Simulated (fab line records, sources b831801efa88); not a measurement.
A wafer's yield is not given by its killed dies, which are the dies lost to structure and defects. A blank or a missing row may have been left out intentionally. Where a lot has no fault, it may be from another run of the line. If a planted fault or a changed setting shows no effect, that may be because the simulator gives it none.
Chamber matching || flow sfq_line || SFQ_TRILAYER_I4_CMP_CMP_100 on cmp-02: 4 sister chambers
The step polishes SiO2. 16 wafers are shown with their chamber, then 8 later ones without.

== WAFERS PAIRED WITH THEIR CHAMBERS ==
{"wafer": "L365.2", "chamber": 0, "motor_current_A (A)": 9.7, "time_to_endpoint_s (s)": 212}
{"wafer": "L365.1", "chamber": 3, "motor_current_A (A)": 9.0, "time_to_endpoint_s (s)": 214}
{"wafer": "L365.5", "chamber": 1, "motor_current_A (A)": 11.4, "time_to_endpoint_s (s)": 219}
{"wafer": "L367.2", "chamber": 2, "motor_current_A (A)": 9.1, "time_to_endpoint_s (s)": 208}
{"wafer": "L367.4", "chamber": 3, "motor_current_A (A)": 10.1, "time_to_endpoint_s (s)": 217}
{"wafer": "L367.6", "chamber": 0, "motor_current_A (A)": 9.3, "time_to_endpoint_s (s)": 218}
{"wafer": "L368.4", "chamber": 0, "motor_current_A (A)": 9.3, "time_to_endpoint_s (s)": 214}
{"wafer": "L368.3", "chamber": 2, "motor_current_A (A)": 9.4, "time_to_endpoint_s (s)": 199}
{"wafer": "L368.6", "chamber": 0, "motor_current_A (A)": 9.3, "time_to_endpoint_s (s)": 207}
{"wafer": "L370.4", "chamber": 0, "motor_current_A (A)": 9.8, "time_to_endpoint_s (s)": 223}
{"wafer": "L370.5", "chamber": 3, "motor_current_A (A)": 9.7, "time_to_endpoint_s (s)": 211}
{"wafer": "L370.6", "chamber": 2, "motor_current_A (A)": 9.7, "time_to_endpoint_s (s)": 216}
{"wafer": "L372.2", "chamber": 2, "motor_current_A (A)": 9.6, "time_to_endpoint_s (s)": 198}
{"wafer": "L372.3", "chamber": 1, "motor_current_A (A)": 10.5, "time_to_endpoint_s (s)": 202}
{"wafer": "L372.6", "chamber": 1, "motor_current_A (A)": 11.5, "time_to_endpoint_s (s)": 202}
{"wafer": "L375.3", "chamber": 2, "motor_current_A (A)": 9.0, "time_to_endpoint_s (s)": 199}

SIGNATURES (means of the wafers above)
{"reading": "motor_current_A", "chamber 0": 9.480, "chamber 1": 11.133, "chamber 2": 9.360, "chamber 3": 9.600, "scatter within a chamber": 0.392}
{"reading": "time_to_endpoint_s", "chamber 0": 214.80, "chamber 1": 207.67, "chamber 2": 204.00, "chamber 3": 214.00, "scatter within a chamber": 7.09}
Rule: distance of a wafer from a chamber = root of the sum over the readings of ((wafer's reading minus chamber's mean) / reading's scatter) squared. The wafer belongs to the nearest chamber; if the next one is less than 2 further off, it can't be placed. The scatter: take each reading less its chamber's mean, square it, sum over the shown wafers, divide by the number of wafers less the number of chambers, and take the root.

== WAFERS WHOSE CHAMBER IS MISSING ==
{"wafer": "L375.1", "motor_current_A (A)": 9.1, "time_to_endpoint_s (s)": 210}
{"wafer": "L375.6", "motor_current_A (A)": 8.9, "time_to_endpoint_s (s)": 209}
{"wafer": "L376.2", "motor_current_A (A)": 9.9, "time_to_endpoint_s (s)": 208}
{"wafer": "L376.5", "motor_current_A (A)": 11.0, "time_to_endpoint_s (s)": 209}
{"wafer": "L376.6", "motor_current_A (A)": 8.9, "time_to_endpoint_s (s)": 205}
{"wafer": "L386.1", "motor_current_A (A)": 10.4, "time_to_endpoint_s (s)": 208}
{"wafer": "L386.2", "motor_current_A (A)": 9.6, "time_to_endpoint_s (s)": 210}
{"wafer": "L386.5", "motor_current_A (A)": 9.8, "time_to_endpoint_s (s)": 206}

== WHICH CHAMBER EACH WENT THROUGH ==
{"wafer": "L375.1", "from the rows above": "can't be placed: 2 or 0 or 3", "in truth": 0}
{"wafer": "L375.6", "from the rows above": "can't be placed: 2 or 0 or 3", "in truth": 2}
{"wafer": "L376.2", "from the rows above": "can't be placed: 3 or 0 or 2", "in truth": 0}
{"wafer": "L376.5", "from the rows above": 1, "in truth": 1}
{"wafer": "L376.6", "from the rows above": "can't be placed: 2 or 0 or 3", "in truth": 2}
{"wafer": "L386.1", "from the rows above": "can't be placed: 1 or 3 or 0 or 2", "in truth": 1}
{"wafer": "L386.2", "from the rows above": "can't be placed: 3 or 0 or 2", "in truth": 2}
{"wafer": "L386.5", "from the rows above": "can't be placed: 2 or 3 or 0", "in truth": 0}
1 of 8 placed correctly. These rows do not allow placing 7 (true chamber among the candidates in 7). Placed wrongly: 0.
